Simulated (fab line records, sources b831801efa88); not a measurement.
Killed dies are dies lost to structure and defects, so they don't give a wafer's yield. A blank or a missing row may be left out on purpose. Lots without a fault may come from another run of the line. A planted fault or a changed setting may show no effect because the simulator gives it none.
Which tool did it? | flow gf180mcu | 13 lots, 39 wafers sampled, at 4 steps of a route of 602

WHAT THE GAUGES READ, wafer by wafer
GF_POLY_GATE_THK_MEAS_01. Usual: POLY_GATE_CVD_00_THK 195.2 nm, standard deviation 2.
lot  | measured     | on            | POLY_GATE_CVD_00_THK (nm) | flag
L942 | day 9 00:32  | film_metro-01 | 195.5 196.2 196.6         |
L944 | day 9 14:35  | film_metro-02 | 196.8 194.4 194.8         |
L945 | day 9 17:40  | film_metro-01 | 192.0 190.2 193.2         |
L946 | day 10 00:14 | film_metro-01 | 194.7 194.7 194.9         |
L947 | day 10 04:13 | film_metro-01 | 193.4 193.9 191.6         |
L948 | day 10 08:56 | film_metro-01 | 194.2 193.8 194.6         |
L951 | day 11 06:35 | film_metro-03 | 191.8 191.5 192.2         |
L953 | day 11 22:13 | film_metro-02 | 193.6 193.4 193.4         |
L958 | day 13 08:18 | film_metro-01 | 192.0 192.8 194.2         |
L959 | day 13 14:58 | film_metro-03 | 195.9 193.6 192.5         |
L960 | day 14 02:08 | film_metro-01 | 196.0 195.5 197.2         |
L963 | day 14 20:02 | film_metro-03 | 197.1 197.9 196.1         |
L964 | day 15 04:04 | film_metro-01 | 197.5 199.5 198.0         |

GF_PSD_CD_MEAS_07: target cd 400 nm. Usual: cd_nm 398.2 nm, standard deviation 2.1.
lot  | measured     | on        | cd_nm (nm)        | flag
L942 | day 14 22:27 | cd_sem-02 | 400.5 398.8 400.4 |
L944 | day 15 12:35 | cd_sem-02 | 392.7 392.1 394.0 |
L945 | day 15 19:29 | cd_sem-02 | 397.8 397.4 400.3 |
L946 | day 16 03:52 | cd_sem-02 | 396.6 397.0 397.7 |
L947 | day 16 09:25 | cd_sem-01 | 395.0 397.9 397.5 |
L948 | day 16 14:37 | cd_sem-01 | 401.9 399.4 399.0 |
L951 | day 17 17:48 | cd_sem-01 | 400.2 400.9 399.9 |
L953 | day 18 10:21 | cd_sem-01 | 396.8 398.3 398.4 |
L958 | day 20 05:40 | cd_sem-02 | 397.9 397.3 398.1 |
L959 | day 20 11:19 | cd_sem-01 | 398.5 399.9 396.7 |
L960 | day 21 00:51 | cd_sem-02 | 398.6 395.8 395.4 |
L963 | day 21 19:55 | cd_sem-01 | 398.6 398.0 398.5 |
L964 | day 22 05:33 | cd_sem-01 | 401.6 401.8 400.7 |

WHICH TOOL RAN EACH LOT (tool, then ch and the chambers of the sampled wafers, then the start)
lot  | GF_MVSD_STRIP_10                    | GF_POLY_GATE_ETCH_12
L942 | plasma_asher-03 ch 0,1, day 4 17:17 | rie_diel-04 ch 0,1,2, day 9 18:13
L944 | plasma_asher-03 ch 0,1, day 5 04:05 | rie_diel-01 ch 1,2,3, day 10 08:43
L945 | plasma_asher-03 ch 0,1, day 5 11:14 | rie_diel-02 ch 2,3, day 10 11:41
L946 | plasma_asher-01 ch 0,1, day 5 15:03 | rie_diel-04 ch 0,1,2, day 10 18:34
L947 | plasma_asher-01 ch 0,1, day 5 20:05 | rie_diel-04 ch 1,2,3, day 10 22:04
L948 | plasma_asher-01 ch 0,1, day 6 02:30 | rie_diel-04 ch 0,1,2, day 11 03:16
L951 | plasma_asher-02 ch 0,1, day 6 19:32 | rie_diel-02 ch 0,2,3, day 12 01:22
L953 | plasma_asher-01 ch 0,1, day 7 08:40 | rie_diel-04 ch 1,3, day 12 17:52
L958 | plasma_asher-02 ch 0,1, day 8 11:54 | rie_diel-04 ch 0,2, day 14 05:07
L959 | plasma_asher-02 ch 0,1, day 8 17:35 | rie_diel-04 ch 2,3, day 14 11:59
L960 | plasma_asher-02 ch 0,1, day 9 00:18 | rie_diel-04 ch 0,1,3, day 14 23:16
L963 | plasma_asher-03 ch 0,1, day 9 17:14 | rie_diel-04 ch 0,1,3, day 15 17:37
L964 | plasma_asher-01 ch 0,1, day 9 23:14 | rie_diel-02 ch 2,3, day 16 02:05
- GF_MVSD_STRIP_10: strips in O2/N2.
- GF_POLY_GATE_ETCH_12: etches BARC in N2/H2.

WHAT THE TOOLS THEMSELVES READ (means of the sampled wafers that have a number; where no wafer has one, the mark that the record gives instead)
GF_MVSD_STRIP_10. Usual: drypump_motor_current_A 5.8 A, standard deviation 0.51; heater_power_w 343 W, standard deviation 36; oes_product_au 0.722 a.u., standard deviation 0.0043; strip_time_to_endpoint_s 36.92 s, standard deviation 0.087.
lot  | tool            | drypump_motor_current_A (A) | heater_power_w (W) | oes_product_au (a.u.) | strip_time_to_endpoint_s (s) | flag
L942 | plasma_asher-03 | 5.7                         | 342                | 0.723                 | 36.80                        |
L944 | plasma_asher-03 | 5.7                         | 346                | 0.724                 | 37.01                        |
L945 | plasma_asher-03 | 5.7                         | 342                | 0.727                 | 36.96                        |
L946 | plasma_asher-01 | 6.3                         | 295                | 0.723                 | 36.98                        |
L947 | plasma_asher-01 | 6.3                         | 291                | 0.722                 | 36.91                        |
L948 | plasma_asher-01 | 6.3                         | 295                | 0.797                 | 36.97                        | OFF
L951 | plasma_asher-02 | 5.8                         | 370                | 0.723                 | 36.94                        |
L953 | plasma_asher-01 | 6.1                         | 333                | 0.796                 | 36.97                        | OFF
L958 | plasma_asher-02 | 5.8                         | 375                | 0.724                 | 36.82                        |
L959 | plasma_asher-02 | 5.5                         | 363                | 0.726                 | 36.86                        |
L960 | plasma_asher-02 | 5.4                         | 358                | 0.720                 | 36.83                        |
L963 | plasma_asher-03 | 5.7                         | 343                | 0.727                 | 36.88                        |
L964 | plasma_asher-01 | 6.1                         | 333                | 0.719                 | 36.90                        |

GF_POLY_GATE_ETCH_12. Usual: drypump_motor_current_A 5.6 A, standard deviation 0.52; oes_product_au 0.735 a.u., standard deviation 0.0049; throttle_valve_pct 13.214 %, standard deviation 0.0097.
lot  | tool        | drypump_motor_current_A (A) | oes_product_au (a.u.) | throttle_valve_pct (%) | flag
L942 | rie_diel-04 | 5.4                         | 0.737                 | 13.218                 |
L944 | rie_diel-01 | 5.5                         | 0.736                 | 13.219                 |
L945 | rie_diel-02 | 5.8                         | 0.734                 | 13.222                 |
L946 | rie_diel-04 | 5.4                         | 0.727                 | 13.216                 |
L947 | rie_diel-04 | 5.6                         | 0.730                 | 13.212                 |
L948 | rie_diel-04 | 5.4                         | 0.736                 | 13.210                 |
L951 | rie_diel-02 | 5.9                         | 0.739                 | 13.225                 |
L953 | rie_diel-04 | 5.3                         | 0.740                 | 13.212                 |
L958 | rie_diel-04 | 5.2                         | 0.737                 | 13.203                 |
L959 | rie_diel-04 | 5.9                         | 0.735                 | 13.211                 |
L960 | rie_diel-04 | 5.1                         | 0.738                 | 13.215                 |
L963 | rie_diel-04 | 5.1                         | 0.735                 | 13.206                 |
L964 | rie_diel-02 | 5.8                         | 0.738                 | 13.213                 |

THE ANSWER, worked out from the rows above alone
Rule: a lot is off if the mean of its wafers that have a number lies more than 3 standard deviations from the usual mean. A lot without any number at a reading at which 4 lots or more have one is off too. The other lots that the step has rows for count as sound. The gauges are gone through in route order, then the tools' own readings, and for those a lot's mean is taken as printed above. The first step at which some lot is off is used, and at that step the reading that is off furthest; a lot without a number counts as furthest.
Off: L948, L953, at GF_MVSD_STRIP_10 (oes_product_au).
A tool fits if, at that step or a process step before it, it ran every lot that is off, and no sound lot after the first of them. None of those tried fits.

WHAT THE SIMULATOR HAD PUT IN
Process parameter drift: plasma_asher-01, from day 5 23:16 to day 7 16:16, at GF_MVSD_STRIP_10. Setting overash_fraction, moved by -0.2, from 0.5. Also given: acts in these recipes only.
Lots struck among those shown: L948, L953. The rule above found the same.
